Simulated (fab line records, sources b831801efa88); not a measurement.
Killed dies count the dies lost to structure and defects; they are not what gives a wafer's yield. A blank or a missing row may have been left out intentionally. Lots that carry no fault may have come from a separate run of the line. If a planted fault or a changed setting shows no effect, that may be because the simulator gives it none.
Which of the tools did it? || flow sky130 || 7 lots, 21 wafers sampled, at 2 steps of a route of 708

## WHAT THE GAUGES READ, wafer by wafer
SKY_LDD_HVP_OVL_MEAS_07.
{"lot": "L484", "measured": "day 23 01:43", "on": "overlay-02", "LDD_HVP_OVL (nm)": "-0.2 0.0 -1.9"}
{"lot": "L486", "measured": "day 24 06:11", "on": "overlay-02", "LDD_HVP_OVL (nm)": "-3.0 -0.3 -1.6"}
{"lot": "L488", "measured": "day 24 23:28", "on": "overlay-01", "LDD_HVP_OVL (nm)": "-2.7 -1.4 -1.6"}
{"lot": "L493", "measured": "day 26 05:33", "on": "overlay-02", "LDD_HVP_OVL (nm)": "-0.3 0.5 -0.4"}
{"lot": "L496", "measured": "day 26 22:50", "on": "overlay-01", "LDD_HVP_OVL (nm)": "3.8 1.1 0.7"}
{"lot": "L499", "measured": "day 27 21:29", "on": "overlay-01", "LDD_HVP_OVL (nm)": "- - -"}
{"lot": "L505", "measured": "day 29 16:43", "on": "overlay-01", "LDD_HVP_OVL (nm)": "-2.2 -0.5 -2.7"}

## WHAT TOOL EACH LOT RAN ON (gives the tool, then ch and the chambers of the sampled wafers, and finally the start)
{"lot": "L484", "SKY_LDD_HVP_EXPOSE_04": "ilineStepper-02 ch 0, day 22 11:37"}
{"lot": "L486", "SKY_LDD_HVP_EXPOSE_04": "ilineStepper-01 ch 0, day 23 16:12"}
{"lot": "L488", "SKY_LDD_HVP_EXPOSE_04": "ilineStepper-01 ch 0, day 24 08:19"}
{"lot": "L493", "SKY_LDD_HVP_EXPOSE_04": "ilineStepper-02 ch 0, day 25 14:51"}
{"lot": "L496", "SKY_LDD_HVP_EXPOSE_04": "ilineStepper-02 ch 0, day 26 08:58"}
{"lot": "L499", "SKY_LDD_HVP_EXPOSE_04": "ilineStepper-01, day 27 06:26"}
{"lot": "L505", "SKY_LDD_HVP_EXPOSE_04": "ilineStepper-01 ch 0, day 29 03:39"}
- SKY_LDD_HVP_EXPOSE_04: exposes mask HVPTM, target cd 700 nm.

## THE ANSWER, worked out from the rows above alone
Rule: usual is defined by the lots themselves. Put in order of their means at a reading, lots are off if they are a third of the lots or fewer, leave a main group of 4 or more, and stand apart from it by a gap of 3 or more times the standard deviation of the main group's means; of several such gaps the widest counts. A main group whose means are all the same, to the digits that the tables above print for the reading, isn't used. Also off: a lot with no number at a reading for which 4 or more lots have one. Any other lot the step has rows for is counted as sound.
Off: L499, at SKY_LDD_HVP_OVL_MEAS_07 (LDD_HVP_OVL). Without a number there: L499. Main group: mean -0.7 nm, sd 1.3.
A tool fits if, at a process step before that reading, it ran every lot that is off, and no sound lot after the first of them. Those tools and the gauges at SKY_LDD_HVP_OVL_MEAS_07 are tried in the same way. Not one of the candidates tried fits.

## WHAT WAS PUT IN BY THE SIMULATOR
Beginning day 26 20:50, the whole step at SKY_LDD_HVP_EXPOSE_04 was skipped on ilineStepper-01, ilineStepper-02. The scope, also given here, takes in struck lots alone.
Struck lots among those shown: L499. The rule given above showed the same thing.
